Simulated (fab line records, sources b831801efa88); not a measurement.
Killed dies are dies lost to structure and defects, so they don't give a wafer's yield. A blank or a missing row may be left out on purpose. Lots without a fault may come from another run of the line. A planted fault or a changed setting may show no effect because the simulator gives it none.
Chamber matching | flow gf180mcu | GF_V3_ETCH_16 on rie_diel-03: 4 sister chambers
The step etches BARC in N2/H2. 4 wafers are shown with their chamber, then 10 later ones without.

WAFERS WITH THEIR CHAMBER
wafer  | chamber | drypump_motor_current_A (A)
L082.2 | 2       | 6.5
L086.5 | 3       | 5.9
L090.1 | 1       | 6.6
L090.2 | 0       | 5.9

WAFERS WITHOUT THEIR CHAMBER
wafer  | drypump_motor_current_A (A)
L090.3 | 6.4
L092.3 | 5.9
L092.4 | 5.9
L092.6 | 5.9
L093.1 | 5.9
L093.4 | 6.6
L093.5 | 6.6
L095.3 | 5.9
L095.5 | 5.9
L095.6 | 5.9

WHICH CHAMBER EACH WENT THROUGH
wafer  | from the rows above     | in truth
L090.3 | 2                       | 2
L092.3 | can't be placed: 0 or 3 | 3
L092.4 | can't be placed: 0 or 3 | 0
L092.6 | can't be placed: 0 or 3 | 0
L093.1 | can't be placed: 0 or 3 | 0
L093.4 | 1                       | 1
L093.5 | 1                       | 1
L095.3 | can't be placed: 0 or 3 | 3
L095.5 | can't be placed: 0 or 3 | 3
L095.6 | can't be placed: 0 or 3 | 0
Placed correctly: 3 of 10. Can't be placed from these rows: 7 (the true chamber is among the candidates in 7). Placed wrongly: 0.
How it was worked out, from the rows above alone: a wafer's distance from a chamber is the root of the sum, over the readings, of the square of ((its reading less the chamber's mean) divided by the reading's scatter). The wafer belongs to the nearest chamber; if the next one is less than 2 further off, it can't be placed. A chamber's mean is the mean of its shown wafers. The scatter: with one shown wafer a chamber, the root of the mean of the squares of how far each hidden wafer lies from its nearest shown one.
